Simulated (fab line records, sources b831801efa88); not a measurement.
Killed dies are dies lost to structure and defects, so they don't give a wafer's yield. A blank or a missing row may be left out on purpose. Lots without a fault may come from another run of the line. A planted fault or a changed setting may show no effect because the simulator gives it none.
A sampling plan put to the test | flow gf180mcu | one fab line, 33 faults that these records tell of, each judged on the records of the lots that it struck
The plan is the line's own looks: the steps of the route at which a gauge or an inspection reads the wafer and doesn't change it. A look can be judged if struck wafers have a number there and the file gives its usual mean and standard deviation on fault-free wafers. Caught: at a look after the fault's first step, the mean of the struck wafers lies 4 or more of those standard deviations (sigma) from the usual mean. On the tool: the same test on the tool's own readings at the fault's steps. Another recipe on the struck wafers, or a record that is blank for them alone, also counts as caught.

THE FAULTS, as the simulator had put them in
1. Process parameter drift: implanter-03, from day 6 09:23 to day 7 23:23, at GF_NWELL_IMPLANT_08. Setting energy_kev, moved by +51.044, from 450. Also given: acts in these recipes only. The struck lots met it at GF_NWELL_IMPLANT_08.
2. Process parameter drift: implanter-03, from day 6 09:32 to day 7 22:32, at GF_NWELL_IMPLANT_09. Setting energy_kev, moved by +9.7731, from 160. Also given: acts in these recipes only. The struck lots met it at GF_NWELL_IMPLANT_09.
3. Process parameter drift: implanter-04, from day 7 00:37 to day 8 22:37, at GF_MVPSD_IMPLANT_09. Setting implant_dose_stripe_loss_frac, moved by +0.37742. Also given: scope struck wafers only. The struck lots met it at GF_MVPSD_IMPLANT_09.
4. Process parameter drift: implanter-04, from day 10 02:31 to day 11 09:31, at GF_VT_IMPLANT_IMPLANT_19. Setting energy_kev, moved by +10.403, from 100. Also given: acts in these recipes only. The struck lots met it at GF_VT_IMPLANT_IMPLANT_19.
5. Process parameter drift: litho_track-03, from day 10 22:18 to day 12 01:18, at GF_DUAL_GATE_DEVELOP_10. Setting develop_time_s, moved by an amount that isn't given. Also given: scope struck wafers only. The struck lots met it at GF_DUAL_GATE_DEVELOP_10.
6. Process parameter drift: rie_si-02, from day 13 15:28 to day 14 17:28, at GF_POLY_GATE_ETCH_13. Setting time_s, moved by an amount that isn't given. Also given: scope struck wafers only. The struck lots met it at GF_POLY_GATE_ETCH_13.
7. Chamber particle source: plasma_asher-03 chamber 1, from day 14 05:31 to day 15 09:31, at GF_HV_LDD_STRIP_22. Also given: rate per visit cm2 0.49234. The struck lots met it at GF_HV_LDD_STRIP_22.
8. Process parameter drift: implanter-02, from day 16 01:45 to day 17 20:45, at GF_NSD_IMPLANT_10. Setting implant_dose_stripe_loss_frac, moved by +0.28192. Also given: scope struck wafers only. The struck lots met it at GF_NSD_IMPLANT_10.
9. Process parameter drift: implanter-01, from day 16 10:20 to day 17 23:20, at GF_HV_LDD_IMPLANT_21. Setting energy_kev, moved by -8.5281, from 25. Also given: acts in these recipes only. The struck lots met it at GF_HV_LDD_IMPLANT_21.
10. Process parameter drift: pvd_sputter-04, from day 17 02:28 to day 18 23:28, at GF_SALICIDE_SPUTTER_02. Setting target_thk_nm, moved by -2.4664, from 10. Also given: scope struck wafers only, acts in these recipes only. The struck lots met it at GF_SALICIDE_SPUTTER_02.
11. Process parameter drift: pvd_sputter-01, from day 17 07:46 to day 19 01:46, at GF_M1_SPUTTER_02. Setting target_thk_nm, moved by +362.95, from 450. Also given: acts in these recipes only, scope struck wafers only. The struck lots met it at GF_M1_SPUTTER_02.
12. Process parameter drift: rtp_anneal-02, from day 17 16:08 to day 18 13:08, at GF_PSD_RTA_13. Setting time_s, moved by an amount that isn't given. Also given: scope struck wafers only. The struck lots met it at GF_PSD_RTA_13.
13. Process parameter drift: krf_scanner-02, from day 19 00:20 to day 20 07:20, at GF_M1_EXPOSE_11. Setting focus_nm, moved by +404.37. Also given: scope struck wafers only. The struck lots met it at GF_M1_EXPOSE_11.
14. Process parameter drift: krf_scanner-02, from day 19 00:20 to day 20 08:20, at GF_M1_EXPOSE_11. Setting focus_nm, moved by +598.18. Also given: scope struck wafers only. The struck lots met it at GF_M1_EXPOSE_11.
15. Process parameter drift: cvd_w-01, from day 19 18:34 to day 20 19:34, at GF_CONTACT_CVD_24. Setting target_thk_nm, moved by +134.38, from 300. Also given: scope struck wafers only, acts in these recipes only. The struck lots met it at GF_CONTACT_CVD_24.
16. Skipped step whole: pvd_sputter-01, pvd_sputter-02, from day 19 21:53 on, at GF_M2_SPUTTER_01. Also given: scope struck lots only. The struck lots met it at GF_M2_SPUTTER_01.
17. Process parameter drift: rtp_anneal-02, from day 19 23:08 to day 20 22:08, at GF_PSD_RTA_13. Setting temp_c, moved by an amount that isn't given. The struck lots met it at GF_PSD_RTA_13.
18. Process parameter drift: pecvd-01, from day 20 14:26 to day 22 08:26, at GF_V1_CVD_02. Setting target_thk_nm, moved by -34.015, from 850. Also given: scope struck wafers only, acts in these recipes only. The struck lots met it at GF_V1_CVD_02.
19. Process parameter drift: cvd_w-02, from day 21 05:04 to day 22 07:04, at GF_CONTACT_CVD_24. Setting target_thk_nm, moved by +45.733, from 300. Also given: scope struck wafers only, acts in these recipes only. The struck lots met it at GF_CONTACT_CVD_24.
20. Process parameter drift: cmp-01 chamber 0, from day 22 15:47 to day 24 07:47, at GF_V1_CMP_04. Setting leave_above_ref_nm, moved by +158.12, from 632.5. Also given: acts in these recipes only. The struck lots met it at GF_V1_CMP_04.
21. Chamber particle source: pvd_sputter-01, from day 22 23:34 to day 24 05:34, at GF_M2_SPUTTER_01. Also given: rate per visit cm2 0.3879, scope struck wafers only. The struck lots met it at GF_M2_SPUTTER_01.
22. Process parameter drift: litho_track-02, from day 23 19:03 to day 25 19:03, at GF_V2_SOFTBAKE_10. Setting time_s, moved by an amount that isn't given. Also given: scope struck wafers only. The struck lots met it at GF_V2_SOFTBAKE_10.
23. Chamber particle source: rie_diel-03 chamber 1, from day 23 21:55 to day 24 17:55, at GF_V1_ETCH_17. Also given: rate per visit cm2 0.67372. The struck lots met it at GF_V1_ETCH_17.
24. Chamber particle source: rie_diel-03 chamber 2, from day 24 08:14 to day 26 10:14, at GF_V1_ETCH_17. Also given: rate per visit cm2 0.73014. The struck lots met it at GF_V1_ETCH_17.
25. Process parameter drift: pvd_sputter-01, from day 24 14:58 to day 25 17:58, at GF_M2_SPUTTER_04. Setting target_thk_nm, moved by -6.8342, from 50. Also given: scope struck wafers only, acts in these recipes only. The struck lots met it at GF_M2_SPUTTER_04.
26. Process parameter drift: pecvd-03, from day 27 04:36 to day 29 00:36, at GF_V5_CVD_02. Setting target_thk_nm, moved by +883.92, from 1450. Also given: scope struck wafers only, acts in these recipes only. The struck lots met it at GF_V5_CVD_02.
27. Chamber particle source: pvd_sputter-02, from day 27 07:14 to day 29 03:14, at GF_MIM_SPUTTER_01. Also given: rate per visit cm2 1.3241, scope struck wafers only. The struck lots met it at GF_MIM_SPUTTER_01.
28. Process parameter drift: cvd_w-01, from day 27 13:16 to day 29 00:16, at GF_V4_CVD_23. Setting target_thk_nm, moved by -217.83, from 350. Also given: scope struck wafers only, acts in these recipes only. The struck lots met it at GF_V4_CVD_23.
29. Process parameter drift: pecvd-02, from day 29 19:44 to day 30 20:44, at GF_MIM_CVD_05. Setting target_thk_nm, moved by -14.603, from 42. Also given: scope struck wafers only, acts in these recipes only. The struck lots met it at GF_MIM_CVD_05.
30. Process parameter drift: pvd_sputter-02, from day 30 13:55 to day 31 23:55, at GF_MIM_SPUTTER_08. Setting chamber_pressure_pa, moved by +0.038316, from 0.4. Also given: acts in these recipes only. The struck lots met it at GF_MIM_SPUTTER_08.
31. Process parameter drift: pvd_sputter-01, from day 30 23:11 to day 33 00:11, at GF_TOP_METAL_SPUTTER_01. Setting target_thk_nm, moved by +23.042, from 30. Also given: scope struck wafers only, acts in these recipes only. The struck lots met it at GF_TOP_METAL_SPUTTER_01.
32. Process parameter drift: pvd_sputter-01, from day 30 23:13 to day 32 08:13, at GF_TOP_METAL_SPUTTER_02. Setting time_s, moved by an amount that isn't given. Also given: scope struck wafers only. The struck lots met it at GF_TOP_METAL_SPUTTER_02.
33. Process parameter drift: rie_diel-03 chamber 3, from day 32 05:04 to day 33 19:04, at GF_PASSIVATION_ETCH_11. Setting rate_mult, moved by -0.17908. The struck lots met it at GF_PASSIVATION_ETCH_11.

WHAT THE PLAN SAW
fault | on the tool itself                               | first look that catches it                      | reading, sigma                                      | median hours from its first step to that look | hours from the fault's start to the first struck lot there | judged looks passed uncaught
1     | beam_energy_keV +99 or beyond sigma              | GF_VT_IMPLANT_RS_MEAS_47                        | NWELL_RS -8.6                                       | 121.3                                         | 121                                                        | 0
2     | beam_energy_keV +99 or beyond sigma              | no look after it can be judged                  | -                                                   | -                                             | -                                                          | 0
3     | under 2 sigma                                    | GF_VT_IMPLANT_RS_MEAS_49                        | MVPSD_RS +17                                        | 67.8                                          | 70                                                         | 2
4     | beam_energy_keV +99 or beyond sigma              | GF_VT_IMPLANT_TW_MEAS_21                        | VT_IMPLANT_2_TW +5.0                                | 0.2                                           | 6                                                          | 0
5     | under 2 sigma                                    | not the one look that can be judged after it    | -                                                   | -                                             | -                                                          | 1
6     | run_length_s -75 sigma                           | no look after it can be judged                  | -                                                   | -                                             | -                                                          | 0
7     | under 2 sigma                                    | not the one look that can be judged after it    | -                                                   | -                                             | -                                                          | 1
8     | no reading that can be judged                    | GF_PSD_RS_MEAS_14                               | NSD_RS +13                                          | 24.0                                          | 41                                                         | 0
9     | beam_energy_keV -99 or beyond sigma              | GF_HV_LDD_TW_MEAS_23                            | HV_LDD_2_TW -16                                     | 0.2                                           | 7                                                          | 0
10    | under 2 sigma                                    | GF_SALICIDE_RS_MEAS_04                          | SALICIDE_TIN_RS +21                                 | 0.1                                           | 4                                                          | 0
11    | under 2 sigma                                    | GF_M1_RS_MEAS_05                                | M1_ALCU_RS -47                                      | 0.1                                           | 7                                                          | 0
12    | run_length_s +63 sigma                           | GF_PSD_RS_MEAS_14                               | NSD_RS -38                                          | 0.1                                           | 3                                                          | 0
13    | under 2 sigma                                    | GF_M1_CD_MEAS_14                                | cd_nm -49                                           | 12.1                                          | 34                                                         | 0
14    | under 2 sigma                                    | GF_M1_CD_MEAS_14                                | cd_nm -99 or beyond                                 | 12.0                                          | 34                                                         | 0
15    | under 2 sigma                                    | GF_CONTACT_RS_MEAS_25                           | CONTACT_W_RS -24                                    | 0.1                                           | 3                                                          | 0
16    | the tool's record is blank for the struck wafers | no look after it can be judged                  | -                                                   | -                                             | -                                                          | 0
17    | wafer_temp_C_max +16 sigma                       | GF_PSD_RS_MEAS_14                               | NSD_RS -42                                          | 0.1                                           | 6                                                          | 0
18    | under 2 sigma                                    | not the one look that can be judged after it    | strongest: V1_CVD_02_THK at GF_V1_THK_MEAS_03, -3.0 | -                                             | -                                                          | 1
19    | under 2 sigma                                    | GF_CONTACT_RS_MEAS_25                           | CONTACT_W_RS -10                                    | 0.1                                           | 8                                                          | 0
20    | time_to_endpoint_s -13 sigma                     | none of the 5 looks that can be judged after it | -                                                   | -                                             | -                                                          | 5
21    | under 2 sigma                                    | not the one look that can be judged after it    | -                                                   | -                                             | -                                                          | 1
22    | heater_power_total_W +99 or beyond sigma         | GF_V2_CD_MEAS_14                                | cd_nm -6.4                                          | 11.6                                          | 17                                                         | 0
23    | under 2 sigma                                    | none of the 2 looks that can be judged after it | -                                                   | -                                             | -                                                          | 2
24    | under 2 sigma                                    | none of the 6 looks that can be judged after it | -                                                   | -                                             | -                                                          | 6
25    | under 2 sigma                                    | no look after it can be judged                  | -                                                   | -                                             | -                                                          | 0
26    | under 2 sigma                                    | GF_V5_THK_MEAS_03                               | V5_CVD_02_THK +51                                   | 0.1                                           | 2                                                          | 0
27    | under 2 sigma                                    | not the one look that can be judged after it    | -                                                   | -                                             | -                                                          | 1
28    | under 2 sigma                                    | GF_V4_RS_MEAS_24                                | V4_W_RS +99 or beyond                               | 0.1                                           | 1                                                          | 0
29    | under 2 sigma                                    | GF_MIM_THK_MEAS_06                              | MIM_CVD_05_THK -27                                  | 0.1                                           | 9                                                          | 0
30    | chamber_pressure_pa +54 sigma                    | not the one look that can be judged after it    | strongest: MIM_ALCU_RS at GF_MIM_RS_MEAS_10, +2.9   | -                                             | -                                                          | 1
31    | under 2 sigma                                    | no look after it can be judged                  | -                                                   | -                                             | -                                                          | 0
32    | under 2 sigma                                    | GF_TOP_METAL_RS_MEAS_05                         | TOP_METAL_ALCU_RS -31                               | 0.1                                           | 5                                                          | 0
33    | oes_product_au -11 sigma                         | no look after it can be judged                  | -                                                   | -                                             | -                                                          | 0
A dash: the fault isn't caught, or these records don't give the number.

Caught at a look: 18 of 33. Caught on the tool: 12 of 33. By one or the other: 24 of 33.
Caught on the tool alone: faults 2, 6, 16, 20, 30, 33.
Caught at a look alone: faults 3, 8, 10, 11, 13, 14, 15, 19, 26, 28, 29, 32.
Caught by neither: faults 5, 7, 18, 21, 23, 24, 25, 27, 31.

THINNER SAMPLING
If the look that catches a fault measured only every second or every third lot, by lot number, the first struck lot would be measured this late in the worst case:
fault | struck lots at that look, in order of time | every lot | every second lot | every third lot
1     | L507, L508, L509                           | 121 h     | 132 h            | 140 h
3     | L706, L708                                 | 70 h      | may miss all 2   | may miss all 2
4     | L221, L224, L225                           | 6 h       | 22 h             | may miss all 3
8     | L504                                       | 41 h      | may miss it      | may miss it
9     | L879, L880                                 | 7 h       | 18 h             | may miss all 2
10    | L678, L682                                 | 4 h       | may miss all 2   | may miss all 2
11    | L374, L376                                 | 7 h       | may miss all 2   | may miss all 2
12    | L566, L567                                 | 3 h       | 13 h             | may miss all 2
13    | L809                                       | 34 h      | may miss it      | may miss it
14    | L869, L870                                 | 34 h      | 40 h             | may miss all 2
15    | L618, L619                                 | 3 h       | 14 h             | may miss all 2
17    | L370, L373                                 | 6 h       | 22 h             | may miss all 2
19    | L505, L507                                 | 8 h       | may miss all 2   | may miss all 2
22    | L271, L272, L273                           | 17 h      | 26 h             | 29 h
26    | L595, L599                                 | 2 h       | may miss all 2   | may miss all 2
28    | L102, L104                                 | 1 h       | may miss all 2   | may miss all 2
29    | L826, L828                                 | 9 h       | may miss all 2   | may miss all 2
32    | L189                                       | 5 h       | may miss it      | may miss it
Hours are from the fault's start to the first struck lot that is measured. The limit of 4 sigma was tested on all struck wafers together, so one lot alone may lie under it. Other struck lots may not be in these records.

THE LONGEST TIMED WAY FROM STEP TO LOOK
Fault 1: a median of 121.3 hours passes between GF_NWELL_IMPLANT_08 and GF_VT_IMPLANT_RS_MEAS_47. No look between them can be judged.
